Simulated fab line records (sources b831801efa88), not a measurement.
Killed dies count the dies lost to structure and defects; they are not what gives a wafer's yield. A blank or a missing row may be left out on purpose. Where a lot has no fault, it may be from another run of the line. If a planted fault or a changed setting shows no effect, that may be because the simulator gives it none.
8D (eight disciplines) problem report, filled in by code -- flow sky130 -- the parts of the form that need people (team, actions taken, sign-off) are left out

1. THE PROBLEM
Mean of developer-temp-C at SKY_LI_CONTACT_DEVELOP_11: 23.31 C across 6 wafers in 2 lots; on wafers with no fault it is 21.01 C (standard deviation 0.1). That is +23 standard deviations from the usual mean.
The step: develop time 60.92 s.
First observed at day 34 04:00: wafer L975.2, on litho-track-03. Wafers with a number at this step in the record: 39, from 13 lots. Rule for "out" (also "out of limits"): further than 4 standard deviations from the usual mean. The other wafers with a number count as sound.

2. WHAT IT IS AND WHAT IT IS NOT
question,is,is not
which readings at this step,developer-temp-C,-
which lots,"L975, L978","L960, L963, L964, L965, L966, L969, L971, L972, L973, L974, L977"
which wafers of those lots,all that have a number,-
read on which tools,litho-track-03,"litho-track-02, litho-track-04"
when,from day 34 04:00,up to then (30 sound wafers); but 3 sound wafers of L977 came after

3. WHAT RULES OUT EACH SUSPECT
Counting: a tool stays on the suspect list if, at a process step up to the reading, it processed all lots that are out and no sound lot following the first of them.
- litho-track-03 at SKY_LI_CONTACT_DEVELOP_11 (develop time 60.92 s): kept. It ran every lot that is out, first L975 (day 34 04:00), and no sound lot after that; its last sound lot up to then is L973 (day 33 10:00). Its own developer-temp-C readings are out on those wafers.
After counting, what remains is litho-track-03 at SKY_LI_CONTACT_DEVELOP_11.

4. THE CAUSE (what the simulator had put in)
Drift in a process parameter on litho-track-03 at SKY_LI_CONTACT_DEVELOP_11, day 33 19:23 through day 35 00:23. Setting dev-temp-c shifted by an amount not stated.
After counting, this tool was the only one left.

5. THE EFFECT CHAIN, in route order
Each row: a reading where the mean over the struck wafers with a number is more than 3 standard deviations away from the usual. Only readings whose record carries a usual standard deviation are examined. hours: median over the lots of the time between each lot's start at the first step of this table that gives one and its start at this step. sigmas: the change, counted in usual standard deviations.
hours,step,reading,usual,on struck wafers,change,sigmas
0,SKY_LI_CONTACT_DEVELOP_11,developer-temp-C,21.01 C,23.31,+2.30,+23
It contains these process steps:
- SKY_LI_CONTACT_DEVELOP_11: develop time 60.92 s.
Later steps that measure or inspect, where all struck wafers having a row at the step show a number for every such reading and not one has moved that far: SKY_CAPM_RS_MEAS_03.

6. HOW IT WOULD HAVE BEEN CAUGHT EARLIER
In this record no reading fell out of limits until day 34 04:00, 9 hours after the fault had begun at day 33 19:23.
